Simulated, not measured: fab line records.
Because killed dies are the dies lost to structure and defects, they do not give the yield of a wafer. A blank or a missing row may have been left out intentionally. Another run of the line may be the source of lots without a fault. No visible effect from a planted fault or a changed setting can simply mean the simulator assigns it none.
A lot that was struck, set against a sound lot ; flow sky130 ; 19 steps out of a route of 708
Sound: these wafers, L259.1, L259.2, L259.5. Wafers struck: L270.1, L270.2, L270.5. The cause comes at the end.
Each step with rows lists, per side, the tool, then ch with its chambers, then its first start. Under that, the readings that differ: sound wafers ; struck wafers ; difference of the means ; sigmas: that difference in standard deviations of wafers without a fault.
alike: readings with means less than 2 such deviations apart, plus words and numbers identical on both sides. not compared: withheld readings, readings lacking a value on some wafer, bounds such as >300 that could conceal the same value, and numbers that have no deviation in the record and whose values overlap.
A row with sigmas, a row that says differs or no value, or rows on one side alone: a step with any of these is where the two part. Numbers that have no deviation but don't overlap get no sigmas and don't part them. A reading that every wafer of one side lacks parts them only if that side has two wafers or more.

first, 3 steps without rows for these wafers: SKY_SD_P_EXPOSE_04 (exposes mask PSDM, target cd 380 nm); SKY_SD_P_PEB_05; SKY_SD_P_DEVELOP_06 (develop time 60 s).
SKY_SD_P_CD_MEAS_07: the cd target is 380 nm.
  sound: cdSem-02 at day 28 04:40; struck: cdSem-01 at day 31 22:02
  alike: cdNm
SKY_SD_P_OVL_MEAS_08:
  sound: overlay-02 at day 28 04:47; struck: overlay-02 at day 31 22:09
  alike: SD_P_OVL
then, 1 step without rows for these wafers: SKY_SD_P_IMPLANT_09.
SKY_SD_P_STRIP_10: strips in O2/N2.
  sound on plasmaAsher-04 ch 0,1, day 28 04:58; struck on plasmaAsher-02 ch 0,1, day 31 22:20
  alike: drypumpMotorCurrentA, oesProductAu, stripTimeToEndpointS
  not compared: rfHoursCounterH
SKY_SD_P_TW_MEAS_11:
  sound: filmMetro-01 at day 28 05:04; struck: filmMetro-01 at day 31 22:26
  alike: SD_P_TW
then, 4 steps without rows for these wafers: SKY_RES_XHIGH_DEHYDRATE_00 (time 60 s); SKY_RES_XHIGH_HMDS_01 (prime time 60 s); SKY_RES_XHIGH_COAT_02 (resist thk 1140 nm); SKY_RES_XHIGH_SOFTBAKE_03 (time 60 s).
SKY_RES_XHIGH_EXPOSE_04: exposes mask URPM, target cd 1270 nm.
  struck on ilineStepper-01, day 32 12:00; sound on ilineStepper-02 ch 0, day 28 19:53
  no value came back on the struck wafers for exposureDoseMJCm2, focusOffsetNm (nm); on the sound wafers exposureDoseMJCm2 reads 140.06 140.09 140.04
  alike: mask
then, 3 steps without rows for these wafers: SKY_RES_XHIGH_PEB_05; SKY_RES_XHIGH_DEVELOP_06 (develop time 60 s); SKY_RES_XHIGH_IMPLANT_07.
SKY_RES_XHIGH_STRIP_08: strips in O2/N2.
  sound on plasmaAsher-02 ch 0,1, day 29 09:29; struck on plasmaAsher-02 ch 0,1, day 33 01:41
  alike: drypumpMotorCurrentA, oesProductAu, stripTimeToEndpointS
  not compared: rfHoursCounterH
SKY_RES_XHIGH_TW_MEAS_09:
  sound: filmMetro-03 at day 29 09:35; struck: filmMetro-03 at day 33 01:47
reading;sound;struck;difference;sigmas
RES_XHIGH_TW;1634 1633 1637;30 30 30;-1605;-99 or more
then, 1 step without rows for these wafers: SKY_SD_N_DEHYDRATE_00 (time 60 s).

## WHERE THEY PART
At SKY_RES_XHIGH_EXPOSE_04 first; at SKY_RES_XHIGH_TW_MEAS_09 last (within this record only).

WHY: whatever the simulator had introduced
Skipped step whole: ilineStepper-01, from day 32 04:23 on, at SKY_RES_XHIGH_EXPOSE_04. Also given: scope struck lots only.
